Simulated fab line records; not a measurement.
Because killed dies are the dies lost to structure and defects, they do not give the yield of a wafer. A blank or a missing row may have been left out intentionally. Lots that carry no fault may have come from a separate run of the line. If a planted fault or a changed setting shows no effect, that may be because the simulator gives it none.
Problem report, 8D (eight disciplines) form, completed by code | flow gf180mcu | the parts of the form that need people (team, actions taken, sign-off) are left out

## 1. THE PROBLEM
GF_TOP_METAL_SPUTTER_00, cathodeDcPowerW: mean 3572.7 W over 1 wafer from 1 lot; wafers with no fault: 4000.0 W, standard deviation 0.64. That is -99 or more standard deviations from the usual mean.
The step: material Ti, target thk 37.5 nm, time 150 s.
First seen on wafer L886.4, day 28 23:31, on pvdSputter-02. Wafers with a number at this step in the record: 15, from 5 lots. Rule for "out" (also "out of limits"): further than 4 standard deviations from the usual mean. All remaining wafers that have a number are taken as sound.

## 2. WHAT IT IS, WHAT IT ISN'T
question                    | is                | is not
which readings at this step | cathodeDcPowerW   | substrateTempC, throttleValvePct
which lots                  | L886              | L883, L894, L897, L900
which wafers of those lots  | L886.4            | L886.5, L886.6
read on which tools         | pvdSputter-02     | pvdSputter-03, pvdSputter-04
when                        | from day 28 23:31 | up to then (5 sound wafers); but 9 sound wafers of L894, L897, L900 came after

## 3. SUSPECTS, AND WHAT RULES EACH OUT
Counting: any tool at a process step up to the reading remains a suspect provided it ran every lot that is out. Sound lots after the first of them don't rule it out here, since some wafers of a struck lot are sound.
- rieDiel-02 at GF_V5_ETCH_16 (etches BARC in N2/H2): kept. It ran the lot that is out, L886 (day 28 22:08).
- rieDiel-02 at GF_V5_ETCH_17 (etches SiO2 in C4F8/O2/Ar, stops on TiN, target depth 855 nm): kept. It ran the lot that is out, L886 (day 28 22:20). Because GF_V5_ETCH_17 lacks a start for some lots, the hours and order of its lots are taken from GF_V5_STRIP_18.
- plasmaAsher-03 at GF_V5_STRIP_18 (strips in O2/N2): kept. It ran the lot that is out, L886 (day 28 22:20).
- pvdSputter-03 at GF_V5_SPUTTER_21 (material Ti, target thk 15 nm, time 80.02 s): kept. It ran the lot that is out, L886 (day 28 22:50); its last sound lot up to then is L883 (day 27 22:37).
- pvdSputter-03 at GF_V5_SPUTTER_22 (material TiN, target thk 10 nm, time 40 s): kept. It ran the lot that is out, L886 (day 28 22:53); its last sound lot up to then is L883 (day 27 22:41).
- pvdSputter-02 at GF_TOP_METAL_SPUTTER_00 (material Ti, target thk 37.5 nm, time 150 s): kept. It ran the lot that is out, L886 (day 28 23:31); its last sound lot up to then is L883 (day 27 23:19). On those wafers its own readings are out: cathodeDcPowerW.
- rieDiel-02, GF_V5_ETCH_16: wafers that are out in chamber 3, sound lot-mates in chambers 1, 2.
- rieDiel-02, GF_V5_ETCH_17: wafers that are out in chamber 3, sound lot-mates in chambers 1, 2.
Left after counting: rieDiel-02 at GF_V5_ETCH_16, rieDiel-02 at GF_V5_ETCH_17, plasmaAsher-03 at GF_V5_STRIP_18, pvdSputter-03 at GF_V5_SPUTTER_21, pvdSputter-03 at GF_V5_SPUTTER_22, pvdSputter-02 at GF_TOP_METAL_SPUTTER_00.

## 4. THE CAUSE (what the simulator had put in)
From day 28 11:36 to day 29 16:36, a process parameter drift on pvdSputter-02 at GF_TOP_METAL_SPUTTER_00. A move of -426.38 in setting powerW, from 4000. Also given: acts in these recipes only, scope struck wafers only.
This tool is one of the 6 suspects left after counting.

## 5. SEQUENCE OF EFFECTS, ordered by route
Rows list readings where the struck wafers' mean (over those with a number) sits beyond 3 standard deviations from the usual. Scope: only readings with a usual standard deviation given in the record; hours: median across lots of the time from each lot's start at the first step in this table that gives one to its start at this step; sigmas: change in usual standard deviations.
hours | step                    | reading         | usual    | on struck wafers | change | sigmas
0     | GF_TOP_METAL_SPUTTER_00 | cathodeDcPowerW | 4000.0 W | 3572.7           | -427.3 | -99 or more
Its process steps:
- GF_TOP_METAL_SPUTTER_00: material Ti, target thk 37.5 nm, time 150 s.

## 6. HOW IT WOULD HAVE BEEN CAUGHT EARLIER
The fault began at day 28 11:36; the first out-of-limits reading in this record came at day 28 23:31, 12 hours later.
